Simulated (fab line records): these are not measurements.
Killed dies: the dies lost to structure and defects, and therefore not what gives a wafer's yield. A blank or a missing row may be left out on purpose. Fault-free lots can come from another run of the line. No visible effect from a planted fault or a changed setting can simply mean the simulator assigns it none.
Which tool was responsible? + flow sky130 + 14 lots, 42 wafers sampled, at 5 steps of a route of 708

== WHAT THE GAUGES SHOWED, per wafer ==
SKY_FIELD_ISO_CD_MEAS_13: target cd 150 nm.
| lot  | measured    | on       | cdNm (nm)         |
|------|-------------|----------|-------------------|
| L433 | day 2 09:40 | cdSem-02 | 149.5 150.0 148.7 |
| L435 | day 2 20:16 | cdSem-02 | 149.4 151.0 149.4 |
| L436 | day 3 00:56 | cdSem-02 | 149.6 149.3 149.2 |
| L437 | day 3 07:07 | cdSem-02 | 151.6 151.0 151.0 |
| L438 | day 3 13:49 | cdSem-01 | 151.8 152.5 151.0 |
| L439 | day 3 17:28 | cdSem-01 | 150.8 149.6 150.0 |
| L440 | day 3 22:04 | cdSem-01 | 151.7 150.8 151.0 |
| L441 | day 4 03:26 | cdSem-01 | 152.4 151.8 153.9 |
| L443 | day 4 13:13 | cdSem-01 | 151.1 151.3 150.1 |
| L446 | day 5 07:34 | cdSem-01 | 154.7 153.9 153.3 |
| L448 | day 5 14:46 | cdSem-01 | 150.3 148.4 148.4 |
| L453 | day 6 20:01 | cdSem-02 | 153.4 152.8 153.9 |
| L454 | day 6 22:44 | cdSem-01 | 151.7 151.2 151.5 |
| L455 | day 7 07:11 | cdSem-01 | 149.0 147.6 148.8 |

SKY_NWELL_RS_MEAS_31: measures by four-point-probe.
| lot  | measured     | on           | PWDE_RS (ohm/sq) |
|------|--------------|--------------|------------------|
| L433 | day 5 15:09  | filmMetro-02 | 5276 5265 5276   |
| L435 | day 5 23:50  | filmMetro-04 | 5309 5292 5312   |
| L436 | day 6 04:04  | filmMetro-04 | 5281 5296 5270   |
| L437 | day 6 13:56  | filmMetro-03 | 5251 5247 5241   |
| L438 | day 6 19:52  | filmMetro-04 | 5283 5298 5309   |
| L439 | day 7 00:32  | filmMetro-02 | 5272 5284 5280   |
| L440 | day 7 04:05  | filmMetro-04 | 5284 5285 5297   |
| L441 | day 7 13:53  | filmMetro-04 | 5276 5281 5290   |
| L443 | day 8 01:20  | filmMetro-03 | 5304 5285 5295   |
| L446 | day 9 01:21  | filmMetro-04 | 5266 5282 5282   |
| L448 | day 9 14:10  | filmMetro-04 | 5269 5263 5270   |
| L453 | day 10 17:47 | filmMetro-04 | 5289 5272 5279   |
| L454 | day 10 19:55 | filmMetro-04 | 5274 5269 5259   |
| L455 | day 11 04:07 | filmMetro-03 | 5273 5281 5263   |

SKY_VT_ADJUST_NCORE_OVL_MEAS_08.
| lot  | measured     | on         | VT_ADJUST_NCORE_OVL (nm) |
|------|--------------|------------|--------------------------|
| L433 | day 8 21:58  | overlay-01 | -0.5 -3.3 -1.0           |
| L435 | day 9 08:20  | overlay-01 | -1.5 -1.4 -0.8           |
| L436 | day 9 12:16  | overlay-01 | 0.9 0.6 -0.6             |
| L437 | day 10 00:32 | overlay-01 | 0.4 -0.1 -1.5            |
| L438 | day 10 10:10 | overlay-02 | 1.3 1.9 1.8              |
| L439 | day 10 12:44 | overlay-02 | 1.0 1.4 1.9              |
| L440 | day 10 17:29 | overlay-02 | -1.4 -0.2 -1.1           |
| L441 | day 11 04:36 | overlay-02 | 2.6 2.1 0.8              |
| L443 | day 11 18:04 | overlay-01 | 1.7 0.0 1.7              |
| L446 | day 12 22:59 | overlay-02 | 0.9 0.6 0.8              |
| L448 | day 13 14:53 | overlay-02 | -0.7 0.6 0.9             |
| L453 | day 14 23:16 | overlay-02 | 1.6 2.3 1.6              |
| L454 | day 15 01:28 | overlay-01 | -0.4 -2.0 -2.1           |
| L455 | day 15 09:25 | overlay-02 | 0.1 -0.6 -0.9            |

SKY_SONOS_ONO_CD_MEAS_13: target cd 410 nm.
| lot  | measured     | on       | cdNm (nm)         |
|------|--------------|----------|-------------------|
| L433 | day 12 23:46 | cdSem-02 | 413.8 412.3 413.3 |
| L435 | day 13 17:08 | cdSem-01 | 410.6 412.2 413.6 |
| L436 | day 13 23:01 | cdSem-01 | 408.2 409.5 407.8 |
| L437 | day 14 07:37 | cdSem-01 | 408.4 405.5 408.5 |
| L438 | day 14 18:41 | cdSem-01 | 412.8 413.3 413.2 |
| L439 | day 14 22:25 | cdSem-02 | 413.5 409.4 409.8 |
| L440 | day 15 04:04 | cdSem-01 | 408.9 407.1 407.2 |
| L441 | day 15 13:29 | cdSem-01 | 411.8 412.9 413.6 |
| L443 | day 16 09:59 | cdSem-01 | 409.2 409.9 409.3 |
| L446 | day 17 19:49 | cdSem-02 | 424.4 423.2 423.7 |
| L448 | day 18 13:58 | cdSem-02 | 416.3 418.7 414.8 |
| L453 | day 20 03:23 | cdSem-01 | 407.4 407.3 405.8 |
| L454 | day 20 04:50 | cdSem-01 | 408.2 409.4 408.0 |
| L455 | day 20 15:03 | cdSem-01 | 411.9 409.2 409.3 |

== WHAT TOOL EACH LOT RAN ON (gives the tool, then ch and the chambers of the sampled wafers, and finally the start) ==
| lot  | SKY_SONOS_ONO_DEVELOP_12         |
|------|----------------------------------|
| L433 | lithoTrack-01 ch 0, day 12 23:37 |
| L435 | lithoTrack-04 ch 0, day 13 16:59 |
| L436 | lithoTrack-03 ch 0, day 13 22:52 |
| L437 | lithoTrack-03 ch 0, day 14 07:28 |
| L438 | lithoTrack-03 ch 0, day 14 18:33 |
| L439 | lithoTrack-03 ch 0, day 14 22:16 |
| L440 | lithoTrack-01 ch 0, day 15 03:55 |
| L441 | lithoTrack-01 ch 0, day 15 13:20 |
| L443 | lithoTrack-04 ch 0, day 16 09:41 |
| L446 | lithoTrack-03 ch 0, day 17 19:40 |
| L448 | lithoTrack-03 ch 0, day 18 13:49 |
| L453 | lithoTrack-01 ch 0, day 20 03:14 |
| L454 | lithoTrack-01 ch 0, day 20 04:41 |
| L455 | lithoTrack-04 ch 0, day 20 14:55 |
- SKY_SONOS_ONO_DEVELOP_12: develop time 60 s.

== AS READ BY THE TOOLS THEMSELVES (means over the sampled wafers that have a number; for cases with no such wafer, the mark the record gives instead) ==
The record holds no such reading with a usual standard deviation.

== THE ANSWER, worked out from the rows above alone ==
Rule: the lots themselves supply what counts as usual. Put in order of their means at a reading, lots are off if they are a third of the lots or fewer, leave a main group of 4 or more, and stand apart from it by a gap of 3 or more times the standard deviation of the main group's means; of several such gaps the widest counts. The tables above print the reading to a certain number of digits; a main group whose means all agree to those digits is not used. A lot without any number at a reading at which 4 lots or more have one is off too. Where the step has rows for the other lots, those lots are counted as sound. Order of review: gauges by route order, followed by the tools' own readings, for which a lot's mean as printed above is used. The first step at which some lot is off is used, and at that step the reading that is off furthest; a lot without a number counts as furthest.
No lot is off at any reading shown: from this, nothing can be told.

== WHAT HAD BEEN PUT IN BY THE SIMULATOR ==
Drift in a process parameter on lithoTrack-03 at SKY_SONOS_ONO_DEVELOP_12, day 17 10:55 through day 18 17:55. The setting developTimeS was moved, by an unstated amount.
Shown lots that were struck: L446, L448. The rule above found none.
